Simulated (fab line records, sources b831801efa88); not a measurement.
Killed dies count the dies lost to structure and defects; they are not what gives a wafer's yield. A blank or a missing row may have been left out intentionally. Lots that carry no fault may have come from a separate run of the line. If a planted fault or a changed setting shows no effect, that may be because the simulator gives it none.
A lot that was struck, set against a sound lot ; flow gf180mcu ; 14 out of 602 route steps
Sound: the wafers L386.1, L386.5, L386.6. Struck: wafers L381.1, L381.2, L381.6. The cause is named last.
Order at every step that has rows: each side's tool, ch and its chambers, its first start. Under that, the readings that differ: sound wafers ; struck wafers ; difference of the means ; sigmas: that difference in standard deviations of wafers without a fault.
alike: same words and numbers on both sides, and readings whose means sit less than 2 such deviations apart. not compared: any withheld reading, any reading some wafer has no value for, any bound like >300 that may hide the same value, and any number with overlapping values for which the record gives no deviation.
The two part at a step that has a row with sigmas, a row that says differs or no value, or rows on one side only. Numbers that have no deviation but don't overlap get no sigmas and don't part them. A reading that every wafer of one side lacks parts them only if that side has two wafers or more.

first, 2 steps without rows for these wafers: GF_M4_CLEAN_19 (cleans in DIW); GF_V4_CVD_00 (deposits SiO2, target thk 600 nm, time 100 s).
GF_V4_THK_MEAS_01:
  sound on film-metro-04, day 29 10:48; struck on film-metro-02, day 28 13:26
reading;sound;struck;difference;sigmas
V4_CVD_00_THK (nm);603 605 607;594 594 596;-10;-2
GF_V4_CVD_02: deposits SiO2 from TEOS, target thk 850 nm, time 94.851 s.
  sound on pecvd-02 ch 0,1,2, day 29 10:52; struck on pecvd-03 ch 0,2, day 28 13:29
  alike: heater-power-w
GF_V4_THK_MEAS_03:
  sound on film-metro-02, day 29 10:56; struck on film-metro-04, day 28 13:34
  alike: V4_CVD_02_THK
GF_V4_CMP_04: polishes SiO2.
  sound on cmp-02 ch 0,1,2, day 29 11:22; struck on cmp-02 ch 2,3, day 28 13:37
  alike: head-pressure-psi, motor-current-A, time-to-endpoint-s
GF_V4_BOW_MEAS_05:
  sound on film-metro-03, day 29 11:34; struck on film-metro-02, day 28 13:55
  alike: V4_BOW
then, 5 steps without rows for these wafers: GF_V4_DEHYDRATE_06 (time 60 s); GF_V4_HMDS_07 (prime time 60 s); GF_V4_COAT_08; GF_V4_COAT_09 (resist thk 1000 nm); GF_V4_SOFTBAKE_10 (time 60 s).
GF_V4_EXPOSE_11: exposes mask Via4, target cd 260 nm.
  struck on krf-scanner-01, day 28 23:40; sound on krf-scanner-01 ch 0, day 29 21:59
  no value came back on the struck wafers for exposure-dose-mJ-cm2, focus-offset-nm (nm), stage-vel-mm-s (mm/s); on the sound wafers exposure-dose-mJ-cm2 reads 38.29 38.26 38.25
  alike: mask
then, 1 step without rows for these wafers: GF_V4_PEB_12 (peb time 90 s).

WHERE THEY PART
First at GF_V4_THK_MEAS_01; last, within this record, at GF_V4_EXPOSE_11.

WHY: what had been put in by the simulator
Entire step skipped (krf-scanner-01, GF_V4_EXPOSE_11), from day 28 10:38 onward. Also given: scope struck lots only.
